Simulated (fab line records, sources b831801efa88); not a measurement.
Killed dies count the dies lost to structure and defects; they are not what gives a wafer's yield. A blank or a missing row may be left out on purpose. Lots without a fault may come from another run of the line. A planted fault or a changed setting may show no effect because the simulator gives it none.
Matching of chambers -- flow sky130 -- SKY_METAL4_ETCH_17 on rie diel-02: 4 sister chambers
The step etches SiO2 in C4F8/O2/Ar, stops on TiN, time 3.9 s, target depth 15 nm. 14 wafers are shown with their chamber, then 6 later ones without.

WAFERS, EACH WITH ITS CHAMBER
wafer,chamber,oes product au (a.u.)
L586.1,1,0.750
L586.2,2,0.761
L586.6,1,0.765
L589.2,2,0.747
L589.5,0,0.747
L589.6,3,0.760
L592.2,1,0.746
L592.5,1,0.746
L592.6,0,0.760
L596.2,0,0.754
L596.4,2,0.761
L596.6,2,0.762
L601.1,1,0.743
L601.2,2,0.750

SIGNATURES (averages over the wafers above)
reading,chamber 0,chamber 1,chamber 2,chamber 3,scatter within a chamber
oes product au,0.75367,0.75000,0.75620,0.76000,0.0077
Rule: for each reading, subtract the chamber's mean from the wafer's reading, divide by that reading's scatter and square the result; add these up over the readings and take the root, which gives the wafer's distance from the chamber. If the next closest chamber is less than 2 further off than the closest, the wafer can't be placed; otherwise it belongs to the closest. The scatter: the root of (the sum of the squares of (reading less its chamber's mean) over the shown wafers, divided by (wafers less chambers)).

WAFERS WHOSE CHAMBER IS MISSING
wafer,oes product au (a.u.)
L601.4,0.758
L602.2,0.745
L602.6,0.758
L605.4,0.760
L605.5,0.753
L605.6,0.763

WHICH CHAMBER EACH WENT THROUGH
wafer,from the rows above,in truth
L601.4,can't be placed: 2 or 3 or 0 or 1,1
L602.2,can't be placed: 1 or 0 or 2 or 3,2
L602.6,can't be placed: 2 or 3 or 0 or 1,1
L605.4,can't be placed: 3 or 2 or 0 or 1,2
L605.5,can't be placed: 0 or 1 or 2 or 3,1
L605.6,can't be placed: 3 or 2 or 0 or 1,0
Placed correctly: 0 of 6. Not placeable from these rows: 6 (in 6, the candidates include the true chamber). Number placed wrongly: 0.
